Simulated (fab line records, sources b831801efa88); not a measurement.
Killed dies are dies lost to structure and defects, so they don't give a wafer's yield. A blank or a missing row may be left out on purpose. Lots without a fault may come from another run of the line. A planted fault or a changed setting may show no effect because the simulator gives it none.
Split-lot experiment | flow sfq_line | 5 lots, 23 wafers read, on a route of 325 steps

THE SPLIT
At SFQ_TRILAYER_JJ_TRILAYER_DEP_SPUTTER_110 (material Al, target thk 8 nm, time 10 s), the setting power_w was moved away from the recipe's 500 W on 11 of the 23 wafers read, by -7.7% to +8.9%. The other wafers ran this setting at the recipe's value.

The reading is taken at the split's own step.

THE READING
Al_of_TRILAYER_JJ_TRILAYER_DEP_SPUTTER_110.thk_nm (the simulator's own value, which no gauge read), in nm, at SFQ_TRILAYER_JJ_TRILAYER_DEP_SPUTTER_110 (material Al, target thk 8 nm, time 10 s). The file gives no usual value for it. The 12 wafers here that ran the recipe average 8.014 nm, standard deviation 0.19 nm.

wafer  | tool, chamber at the split | power_w as run, W | against the recipe | Al_of_TRILAYER_JJ_TRILAYER_DEP_SPUTTER_110.thk_nm, nm | against lot-mates on the recipe
L077.1 | pvd_sputter-05, -          | 482.8             | -3.4%              | 7.777                                                 | -0.228
L077.2 | pvd_sputter-05, -          | 482.8             | -3.4%              | 7.694                                                 | -0.311
L077.4 | pvd_sputter-05, -          | 482.8             | -3.4%              | 7.769                                                 | -0.236
L077.5 | pvd_sputter-05, -          | 500               | recipe             | 7.942                                                 | -
L077.6 | pvd_sputter-05, -          | 500               | recipe             | 8.068                                                 | -
L079.1 | pvd_sputter-04, -          | 500               | recipe             | 8.148                                                 | -
L079.2 | pvd_sputter-04, -          | 470.3             | -5.9%              | 7.647                                                 | -0.641
L079.3 | pvd_sputter-04, -          | 470.3             | -5.9%              | 7.687                                                 | -0.601
L079.4 | pvd_sputter-04, -          | 500               | recipe             | 8.362                                                 | -
L079.6 | pvd_sputter-04, -          | 500               | recipe             | 8.353                                                 | -
L080.1 | pvd_sputter-03, -          | 544.3             | +8.9%              | 8.649                                                 | +0.726
L080.2 | pvd_sputter-03, -          | 500               | recipe             | 8.019                                                 | -
L080.3 | pvd_sputter-03, -          | 544.3             | +8.9%              | 8.711                                                 | +0.789
L080.4 | pvd_sputter-03, -          | 500               | recipe             | 7.826                                                 | -
L080.5 | pvd_sputter-03, -          | 544.3             | +8.9%              | 8.81                                                  | +0.888
L081.1 | pvd_sputter-05, -          | 500               | recipe             | 7.944                                                 | -
L081.4 | pvd_sputter-05, -          | 500               | recipe             | 7.896                                                 | -
L081.5 | pvd_sputter-05, -          | 500               | recipe             | 7.719                                                 | -
L085.2 | pvd_sputter-05, -          | 461.5             | -7.7%              | 7.35                                                  | -0.594
L085.3 | pvd_sputter-05, -          | 461.5             | -7.7%              | 7.282                                                 | -0.662
L085.4 | pvd_sputter-05, -          | 461.5             | -7.7%              | 7.054                                                 | -0.889
L085.5 | pvd_sputter-05, -          | 500               | recipe             | 7.878                                                 | -
L085.6 | pvd_sputter-05, -          | 500               | recipe             | 8.009                                                 | -

THE FIT
A straight line over all 23 wafers: Al_of_TRILAYER_JJ_TRILAYER_DEP_SPUTTER_110.thk_nm changes by +0.0842 nm for each +1% of power_w; r = +0.93; the points scatter about the line by 0.17 nm.
The same after taking each lot's own level away (the mean of its wafers on the recipe; 23 wafers): +0.092 nm for each +1%; r = +0.98; scatter 0.093 nm.
On that fit, the largest move of power_w shifts the reading by 0.82 nm.
The lots' own levels span 7.8530 to 8.2877 nm, that is 2.3 times the standard deviation above.
So the lot-to-lot level changes the slope little: the two slopes agree.
Check: with one of the wafers moved furthest among these (+8.9%) left out of the fit, the line predicts +0.84 nm for it against its lot-mates. It came out at +0.726 nm against them.

OTHER SPLITS ON THESE WAFERS
These wafers also went through other splits before the reading. Each is held against what the fit with the lots' levels taken away leaves over:
other split on the same wafers             | wafers away from the commonest value | r with Al_of_TRILAYER_JJ_TRILAYER_DEP_SPUTTER_110.thk_nm (lot level and that fit taken away)
SFQ_TRILAYER_M2_LITHO_COAT_057 spin_rpm    | 4                                    | +0.02
SFQ_TRILAYER_M3_LITHO_COAT_080 spin_rpm    | 7                                    | +0.14
SFQ_TRILAYER_M4_DEP_SPUTTER_091 power_w    | 7                                    | +0.12
SFQ_TRILAYER_M4_LITHO_COAT_093 spin_rpm    | 11                                   | -0.04
SFQ_TRILAYER_M4_ETCH_METAL_ETCH_096 bias_w | 10                                   | -0.13

THE FILE'S OWN FIT
Al_of_TRILAYER_JJ_TRILAYER_DEP_SPUTTER_110.thk_nm changes by +0.0929 nm for each +1% of power_w, r = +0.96.
